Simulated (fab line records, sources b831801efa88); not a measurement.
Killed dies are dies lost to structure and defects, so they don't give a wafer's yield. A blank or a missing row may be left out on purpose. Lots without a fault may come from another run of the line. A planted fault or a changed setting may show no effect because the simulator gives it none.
fab line records | flow sky130
record lots=13 wafers=37 last_day=50
route steps=708 shown METAL3@566 VIA3@597 METAL4@600 PAD_OPEN@708
lots that met no fault: from a run of the same line without faults
start_h: hours from the record's first day to the start of the lot's first wafer shown | wait_h: hours since the lot's step before | " the same as in the row above | L1.1+2: a row that stands for several wafers | - no value, or no start given | * or withheld: withheld | < > ~ a bound
route shown NAME@n: a module of which the file shows steps, and the number in the route of the first | usual: mean/standard deviation of fault-free wafers | same: alike in all rows | chamber/n: place in a boat | sites: the reading at each site | _std_site: their standard deviation | _edge_site: outer sites' mean less inner sites' | radius_mm: how far each site lies from the wafer's centre | mask NAME#n: copy n | behind: the tool/chamber that last shaped the wafer | hold: why the lot was held/for how many hours/how that ended | device: the transistor (n, p or np) that didn't switch | end of line: the same wafers' tests at the end of the route | a step without rows: its recipe alone | killed: dies lost to structure and defects at the first sort, not the wafer's yield | map: a wafer's dies, x killed, . not, _ none there
set.NAME: the setting as run; set.NAME@STEP: as run at that earlier step | model.NAME: the simulator's own value behind a step, which no gauge read
steps of the route over a sample of lots; a table a step, a row a wafer
services: from which hour (start_h, from the record's first day; less than 0 if before it) a tool's chamber was out of use, for how many hours, and why
## steps
# step SKY_METAL3_ETCH_16
# recipe chemistry=N2/H2 target=BARC ion_energy_ev=200 bias_w=100 pressure_mtorr=30 n2_flow_sccm=100 h2_flow_sccm=200 icp_w=500 stop_on=SiO2 time_s=88.2 target_depth_a=600
# usual chamber_pressure_mTorr=29.999/0.027 drypump_motor_current_A=5.8/0.31 oes_product_au=0.626/0.0043 throttle_valve_pct=13.205/0.0093
# columns lot.wafer tool chamber start_h wait_h chamber_pressure_mTorr drypump_motor_current_A oes_product_au rf_hours_counter_h throttle_valve_pct
L278.2 rie_metal-03 0 905.80 0.0 29.967 5.8 0.627 3 13.198
L278.4 " 0 " " 29.988 5.8 0.621 - 13.205
L278.5 " 0 " " 30.006 5.8 0.624 - 13.203
L279.1 rie_metal-04 0 911.19 0.0 29.968 5.4 0.622 14 13.210
L279.2 " 1 " " 29.999 6.0 0.627 17 13.209
L279.6 " 1 " " 29.966 6.0 0.630 - 13.195
L280.1 rie_metal-04 1 919.43 0.0 30.040 6.0 0.618 17 13.198
L280.3 " 0 " " 29.961 5.4 0.626 - 13.194
L280.5 " 1 " " 29.978 6.0 0.618 - 13.202
L282.2 rie_metal-02 0 934.04 0.0 30.004 5.5 0.618 6 13.189
L282.3 " 1 " " 29.988 6.0 0.628 - 13.192
L282.4 " 0 " " 29.991 5.5 0.633 - 13.199
L283.1 rie_metal-04 1 946.40 0.0 30.009 6.0 0.625 19 13.208
L283.3 " 0 " " 30.013 5.4 0.628 - 13.208
L283.5 " 0 " " 29.973 5.4 0.637 - 13.202
L285.1 rie_metal-04 1 967.53 0.0 30.032 6.0 0.629 20 13.187
L285.4 " 0 " " 29.974 5.4 0.630 - 13.219
L285.6 " 0 " " 29.979 5.3 0.629 - 13.195
L288.2 rie_metal-02 1 982.78 0.0 29.932 6.0 0.623 10 13.213
L288.4 " 1 " " 30.029 6.0 0.629 - 13.214
L288.6 " 1 " " 30.041 6.0 0.622 - 13.206
L290.4 rie_metal-04 0 994.68 0.0 29.996 5.4 0.631 - 13.202
L290.6 " 0 " " 29.992 5.3 0.629 - 13.201
L291.1 rie_metal-02 0 996.80 0.0 29.978 5.5 0.625 9 13.206
L291.5 " 0 " " 29.964 5.5 0.627 - 13.208
L291.6 " 1 " " 30.007 6.0 0.621 - 13.208
L293.1 rie_metal-02 0 1015.60 0.0 29.994 5.5 0.626 10 13.206
L293.2 " 1 " " 30.034 6.0 0.636 12 13.206
L293.3 " 1 " " 29.982 6.0 0.624 - 13.200
L295.3 rie_metal-03 1 1024.53 0.0 29.965 6.4 0.617 - 13.191
L295.6 " 1 " " 30.007 6.3 0.626 - 13.221
L300.2 rie_metal-02 1 1051.30 0.0 30.009 6.0 0.629 15 13.201
L300.4 " 0 " " 30.031 5.5 0.627 - 13.212
L300.5 " 1 " " 29.984 6.0 0.626 - 13.219
L299.1 rie_metal-02 0 1060.53 0.1 29.924 5.5 0.631 12 13.191
L299.4 " 0 " " 30.030 5.5 0.622 - 13.211
L299.6 " 0 " " 29.981 5.5 0.631 - 13.221
# step SKY_VIA3_CMP_24
# recipe stop_on=SiO2 t_overpolish_s=20 down_force_psi=3.5 platen_rpm=60 target_thk_nm=0 pad_velocity_m_s=0.94248
# usual edge_zone_pressure_frac=1.000/0.0057 head_pressure_psi=3.500/0.0075 motor_current_A=10.2/0.81 overpolish_run_s=20.000/0.0086 retaining_ring_pressure_frac=1.000/0.0054 t_overpolish_s=20/0 time_to_endpoint_s=97/4.3
# columns lot.wafer tool chamber start_h wait_h edge_zone_pressure_frac head_pressure_psi motor_current_A overpolish_run_s retaining_ring_pressure_frac t_overpolish_s time_to_endpoint_s
L278.2 cmp-02 3 933.47 0.1 0.997 3.498 9.8 20.011 1.001 20 94
L278.4 " 1 " " 0.998 3.503 11.5 19.987 1.011 20 100
L278.5 " 3 " " 0.994 3.510 10.8 20.004 0.992 20 94
L279.2 cmp-02 2 938.73 0.1 1.006 3.503 10.5 19.995 1.000 20 90
L279.1 " 3 " " 1.009 3.493 10.0 20.004 0.996 20 94
L279.6 " 2 " " 1.001 3.495 9.9 19.998 0.999 20 91
L280.3 cmp-02 1 946.90 0.0 1.001 3.507 11.4 20.002 1.002 20 104
L280.1 " 2 " " 0.997 3.491 10.2 19.994 0.996 20 92
L280.5 " 2 " " 1.005 3.507 10.0 20.001 0.990 20 96
L282.4 cmp-02 2 961.67 0.0 - - - - - - -
L282.2 " 3 " " - - - - - - -
L282.3 " 0 " " - - - - - - -
L283.3 cmp-01 1 974.79 0.0 - - - - - - -
L283.1 " 3 " " - - - - - - -
L283.5 " 1 " " - - - - - - -
L285.1 cmp-02 0 993.88 0.1 0.993 3.507 9.1 20.003 0.996 20 102
L285.4 " 1 " " 0.994 3.499 11.7 20.011 1.001 20 101
L285.6 " 1 " " 1.002 3.497 11.3 20.005 0.999 20 101
L288.2 cmp-01 3 1008.93 0.0 0.998 3.510 10.9 19.994 0.988 20 95
L288.4 " 0 " " 1.014 3.496 9.6 19.999 0.995 20 91
L288.6 " 0 " " 1.001 3.494 9.1 20.001 0.987 20 85
L290.4 cmp-02 0 1020.41 0.3 0.993 3.498 9.2 19.991 0.998 20 100
L290.6 " 3 " " 0.998 3.490 10.3 19.991 0.992 20 97
L291.1 cmp-01 3 1022.21 0.1 1.006 3.504 10.6 20.009 1.008 20 100
L291.5 " 2 " " 1.001 3.506 10.4 20.002 1.005 20 95
L291.6 " 3 " " 1.004 3.501 10.3 20.005 1.011 20 98
L293.2 cmp-02 3 1041.13 0.0 1.007 3.500 10.6 20.008 1.003 20 95
L293.1 " 1 " " 1.001 3.507 11.5 20.008 1.010 20 98
L293.3 " 2 " " 1.002 3.506 10.3 20.004 1.002 20 92
L295.3 cmp-01 3 1049.90 0.2 1.002 3.503 10.9 20.002 0.999 20 101
L295.6 " 0 " " 0.995 3.497 8.7 20.013 0.995 20 91
L300.2 cmp-01 0 1075.63 0.0 0.987 3.500 8.8 19.997 1.005 20 92
L300.4 " 2 " " 1.002 3.506 10.5 20.011 1.002 20 91
L300.5 " 1 " " 0.993 3.486 9.9 20.002 1.001 20 99
L299.1 cmp-01 3 1083.68 0.1 0.997 3.507 10.5 19.993 1.006 20 97
L299.4 " 2 " " 1.004 3.498 10.2 19.996 0.989 20 96
L299.6 " 3 " " 1.007 3.508 10.2 20.001 1.000 20 97
# step SKY_METAL4_SPUTTER_02
# recipe material=AlCu target_thk_nm=735 power_w=10600 time_s=39.1 chamber_pressure_pa=0.4
# usual chamber_pressure_pa=0.4000/0.0009 throttle_valve_pct=30.1/1.2
# columns lot.wafer tool chamber start_h wait_h chamber_pressure_pa throttle_valve_pct
L278.2 pvd_sputter-03 - 933.77 0.0 0.4003 31.6
L278.4 " - " " 0.3996 31.9
L278.5 " - " " 0.3996 31.5
L279.1 pvd_sputter-02 - 939.03 0.0 0.3991 29.9
L279.2 " - " " 0.3986 30.1
L279.6 " - " " 0.4006 30.8
L280.1 pvd_sputter-04 - 947.25 0.0 0.4001 29.9
L280.3 " - " " 0.4004 30.3
L280.5 " - " " 0.3994 29.0
L285.1 pvd_sputter-04 - 994.23 0.0 0.4001 28.1
L285.4 " - " " 0.3991 29.3
L285.6 " - " " 0.3995 30.5
L288.2 pvd_sputter-03 - 1009.28 0.0 0.4002 31.4
L288.4 " - " " 0.3996 31.3
L288.6 " - " " 0.4011 31.6
L290.4 pvd_sputter-04 - 1020.66 0.0 0.4015 28.1
L290.6 " - " " 0.4000 29.0
L291.1 pvd_sputter-03 - 1022.50 0.0 0.4008 29.3
L291.5 " - " " 0.4002 31.0
L291.6 " - " " 0.4002 29.1
L293.1 pvd_sputter-04 - 1041.48 0.0 0.3957 30.5
L293.2 " - " " 0.3989 28.3
L293.3 " - " " 0.4004 29.1
L295.3 pvd_sputter-02 - 1050.10 0.0 0.4003 29.9
L295.6 " - " " 0.3987 30.0
L300.2 pvd_sputter-02 - 1075.98 0.0 0.4007 30.6
L300.4 " - " " 0.3997 29.7
L300.5 " - " " 0.3995 31.4
L299.1 pvd_sputter-03 - 1084.03 0.0 0.4005 31.5
L299.4 " - " " 0.4001 31.7
L299.6 " - " " 0.4006 31.7
# step SKY_METAL4_SPUTTER_04
# recipe material=TiN target_thk_nm=70 power_w=6500 time_s=58.3 chamber_pressure_pa=0.4
# usual chamber_pressure_pa=0.4000/0.00077 throttle_valve_pct=30.1/1.2
# columns lot.wafer tool chamber start_h wait_h chamber_pressure_pa throttle_valve_pct
L278.2 pvd_sputter-03 - 933.83 0.0 0.4011 31.6
L278.4 " - " " 0.4001 31.6
L278.5 " - " " 0.3986 31.6
L279.1 pvd_sputter-02 - 939.08 0.0 0.4007 30.0
L279.2 " - " " 0.4003 29.9
L279.6 " - " " 0.4004 30.5
L280.1 pvd_sputter-04 - 947.31 0.0 0.4001 29.6
L280.3 " - " " 0.3985 30.4
L280.5 " - " " 0.4006 28.9
L285.1 pvd_sputter-04 - 994.29 0.0 0.4008 28.3
L285.4 " - " " 0.3992 28.9
L285.6 " - " " 0.4002 30.2
L288.2 pvd_sputter-03 - 1009.34 0.0 0.3999 31.5
L288.4 " - " " 0.3997 31.7
L288.6 " - " " 0.4011 31.6
L290.4 pvd_sputter-04 - 1020.72 0.0 0.4000 28.3
L290.6 " - " " 0.3997 29.2
L291.1 pvd_sputter-03 - 1022.56 0.0 0.3991 29.3
L291.5 " - " " 0.4009 31.3
L291.6 " - " " 0.3995 29.2
L293.1 pvd_sputter-04 - 1041.53 0.0 0.3999 30.3
L293.2 " - " " 0.4001 28.3
L293.3 " - " " 0.4010 28.9
L295.3 pvd_sputter-02 - 1050.16 0.0 0.4006 30.1
L295.6 " - " " 0.4009 30.0
L300.2 pvd_sputter-02 - 1076.03 0.0 0.4002 30.6
L300.4 " - " " 0.4013 29.7
L300.5 " - " " 0.3997 31.3
L299.1 pvd_sputter-03 - 1084.09 0.0 0.4001 31.5
L299.4 " - " " 0.3992 31.9
L299.6 " - " " 0.4002 31.4
# step SKY_PAD_OPEN_PROBE_99
# usual defect_limited_yield=82.6/1.8 killed_at_M0_to_M3=43/6.3 killed_at_M4_up=3.0/1.6 killed_at_contacts=25/5 killed_at_front_end=15/4.4 killed_at_other=0.3/0.8 killed_dies=85/8.7 killed_on_rim=17/3.7 killed_open=47/6.9 killed_short=38/6.3
# same gross_dies=492 killed_at_back_side=0
# columns lot.wafer tool chamber start_h wait_h defect_limited_yield[%] killed_at_M0_to_M3 killed_at_M4_up killed_at_contacts killed_at_front_end killed_at_other killed_dies killed_on_rim killed_open killed_short
L279.1 prober-02 - 1083.54 0.1 79.3 45 3 34 20 0 102 24 54 48
L279.2 prober-02 - 1083.59 0.1 81.3 46 5 24 17 0 92 22 45 47
L279.6 prober-02 - 1083.79 0.2 84.1 40 3 19 16 0 78 19 32 46
L280.1 prober-01 - 1090.81 0.1 82.7 37 3 33 12 0 85 15 46 39
L280.3 prober-01 - 1090.91 0.2 83.9 41 3 23 12 0 79 14 41 38
L280.5 prober-01 - 1091.01 0.2 83.9 45 5 17 12 0 79 18 46 33
L282.2 prober-01 - 1101.13 0.1 0 447 4 24 16 1 492 96 51 46
L282.3 prober-01 - 1101.18 0.2 0 447 4 17 24 0 492 96 47 50
L282.4 prober-01 - 1101.23 0.2 0 443 2 27 20 0 492 96 42 42
L288.2 prober-02 - 1142.86 0.1 80.3 37 7 36 16 1 97 14 58 39
L288.4 prober-02 - 1142.96 0.2 82.5 35 2 24 22 3 86 19 55 29
L288.6 prober-02 - 1143.06 0.2 82.3 45 1 30 10 1 87 16 49 38
L295.3 prober-01 - 1175.88 0.2 85.0 35 2 23 14 0 74 12 42 32
L295.6 prober-01 - 1176.03 0.2 84.8 46 4 17 8 0 75 18 51 24
# killed by level:class
L279.1 VIA1:geometric_particle:open=12 LI_CONTACT:geometric_particle:open=10 CONTACT:geometric_particle:open=9 METAL1:geometric_particle:short=7 CONTACT:geometric_particle:short=6 FIELD_ISO:geometric_particle:short=5 FIELD_ISO:geometric_particle:open=5 METAL2:geometric_particle:short=5
L279.2 VIA1:geometric_particle:open=12 LI_CONTACT:geometric_particle:open=8 CONTACT:geometric_particle:short=8 VIA2:geometric_particle:open=7 METAL1:geometric_particle:short=6 METAL2:geometric_particle:short=5 FIELD_ISO:geometric_particle:short=4 POLY_GATE:geometric_particle:open=4
L279.6 VIA1:geometric_particle:short=9 POLY_GATE:geometric_particle:short=7 CONTACT:geometric_particle:open=7 FIELD_ISO:geometric_particle:open=6 VIA2:geometric_particle:open=6 VIA2:geometric_particle:short=6 VIA1:geometric_particle:open=5 LI_CONTACT:geometric_particle:short=4
L280.1 LI_CONTACT:geometric_particle:open=12 CONTACT:geometric_particle:short=10 VIA1:geometric_particle:open=7 CONTACT:geometric_particle:open=6 VIA2:geometric_particle:open=6 VIA3:geometric_particle:open=6 METAL2:geometric_particle:short=4 VIA3:geometric_particle:short=4
L280.3 VIA1:geometric_particle:open=12 CONTACT:geometric_particle:open=7 METAL2:geometric_particle:short=6 POLY_GATE:geometric_particle:short=5 LI_CONTACT:geometric_particle:open=5 VIA2:geometric_particle:open=5 POLY_GATE:geometric_particle:open=4 LOCAL_INTERCONNECT:geometric_particle:short=4
L280.5 VIA1:geometric_particle:open=13 POLY_GATE:geometric_particle:short=8 VIA3:geometric_particle:open=7 CONTACT:geometric_particle:short=6 LI_CONTACT:geometric_particle:open=5 CONTACT:geometric_particle:open=5 VIA2:geometric_particle:open=5 VIA1:geometric_particle:short=5
L282.2 VIA3:area_cmp=395 CONTACT:geometric_particle:open=11 METAL2:geometric_particle:short=10 VIA3:geometric_particle:open=9 FIELD_ISO:geometric_particle:open=8 VIA1:geometric_particle:open=8 VIA1:geometric_particle:short=7 METAL1:geometric_particle:short=5
L282.3 VIA3:area_cmp=395 VIA3:geometric_particle:open=10 VIA1:geometric_particle:open=9 LOCAL_INTERCONNECT:geometric_particle:short=7 FIELD_ISO:geometric_particle:short=6 VIA1:geometric_particle:short=6 METAL2:geometric_particle:short=6 POLY_GATE:geometric_particle:open=5
L282.4 VIA3:area_cmp=408 VIA1:geometric_particle:open=9 LI_CONTACT:geometric_particle:open=7 METAL2:geometric_particle:short=7 FIELD_ISO:geometric_particle:short=6 CONTACT:geometric_particle:open=6 LOCAL_INTERCONNECT:geometric_particle:short=5 VIA3:geometric_particle:open=5
L288.2 CONTACT:geometric_particle:open=14 LI_CONTACT:geometric_particle:open=11 VIA3:geometric_particle:open=7 VIA2:geometric_particle:open=6 METAL3:geometric_particle:short=5 LOCAL_INTERCONNECT:geometric_particle:short=4 VIA1:geometric_particle:open=4 METAL1:geometric_particle:short=4
L288.4 VIA3:geometric_particle:open=10 VIA1:geometric_particle:open=9 POLY_GATE:geometric_particle:open=7 LOCAL_INTERCONNECT:geometric_particle:short=7 CONTACT:geometric_particle:open=6 LI_CONTACT:geometric_particle:open=6 FIELD_ISO:geometric_particle:open=5 POLY_GATE:geometric_particle:short=5
L288.6 CONTACT:geometric_particle:open=9 CONTACT:geometric_particle:short=8 VIA2:geometric_particle:open=8 LI_CONTACT:geometric_particle:open=7 VIA1:geometric_particle:open=7 VIA3:geometric_particle:short=7 VIA3:geometric_particle:open=6 POLY_GATE:geometric_particle:open=5
L295.3 CONTACT:geometric_particle:open=9 LI_CONTACT:geometric_particle:open=6 LOCAL_INTERCONNECT:geometric_particle:short=6 VIA2:geometric_particle:open=6 VIA3:geometric_particle:open=6 FIELD_ISO:geometric_particle:short=4 METAL1:geometric_particle:short=4 VIA1:geometric_particle:open=4
L295.6 VIA1:geometric_particle:open=13 VIA3:geometric_particle:open=11 METAL1:geometric_particle:short=6 CONTACT:geometric_particle:open=5 VIA2:geometric_particle:open=4 FIELD_ISO:geometric_particle:open=3 POLY_GATE:geometric_particle:short=3 LI_CONTACT:geometric_particle:open=3
## services
# columns tool chamber start_h hours kind
rie_metal-03 - 890.32 0.9 repair
cmp-01 - 912.79 4.0 pm
cmp-02 - 913.47 5.6 repair
cmp-01 - 916.79 - consumable_replace:conditioner
cmp-01 - 916.79 - consumable_replace:pad
cmp-01 - 928.88 8.1 pm
pvd_sputter-02 - 942.61 2.5 repair
cmp-02 - 951.15 3.5 pm
cmp-02 - 957.42 3.9 repair
cmp-02 - 983.37 6.4 pm
cmp-02 - 1005.42 0.3 repair
rie_metal-04 1 1015.41 - clean
rie_metal-04 1 1015.41 17.4 scheduled_down
rie_metal-04 1 1015.41 17.4 vent_cycle
rie_metal-02 - 1023.65 2.8 pm
rie_metal-03 - 1051.90 0.4 repair
cmp-01 - 1052.46 0.7 repair
rie_metal-02 1 1057.53 10.4 repair
cmp-01 - 1059.06 1.4 repair
cmp-01 - 1059.37 2.1 repair
rie_metal-03 - 1074.59 2.8 pm
cmp-02 - 1076.81 7.2 repair
## key
first_sign step=SKY_VIA3_CMP_24 reading=tool_record direction=missing
effect step=SKY_PAD_OPEN_PROBE_99 reading=killed_at_M0_to_M3 direction=up sigmas=64 usual=43 struck=446
more_kills_born_at SKY_VIA3_CMP_24@cmp-02=1195
met_at SKY_VIA3_CMP_24
struck_lots L282,L283
rows_end L283.1,L283.3,L283.5
later_rows_left_out L282.2,L282.3,L282.4
not_acting_at SKY_METAL3_ETCH_16,SKY_METAL4_SPUTTER_02,SKY_METAL4_SPUTTER_04
onset_between 946.90 961.67
fault kind=skipped_step_whole tool=cmp-01,cmp-02 chamber=- onset_h=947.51 steps=SKY_VIA3_CMP_24 scope=struck_lots_only
# later_rows_left_out: the simulator's readings of these wafers behind a module that went badly wrong aren't trusted and aren't shown, but for the sort
# rows_end: these wafers met a further fault down the route, and their rows from its step on are left out
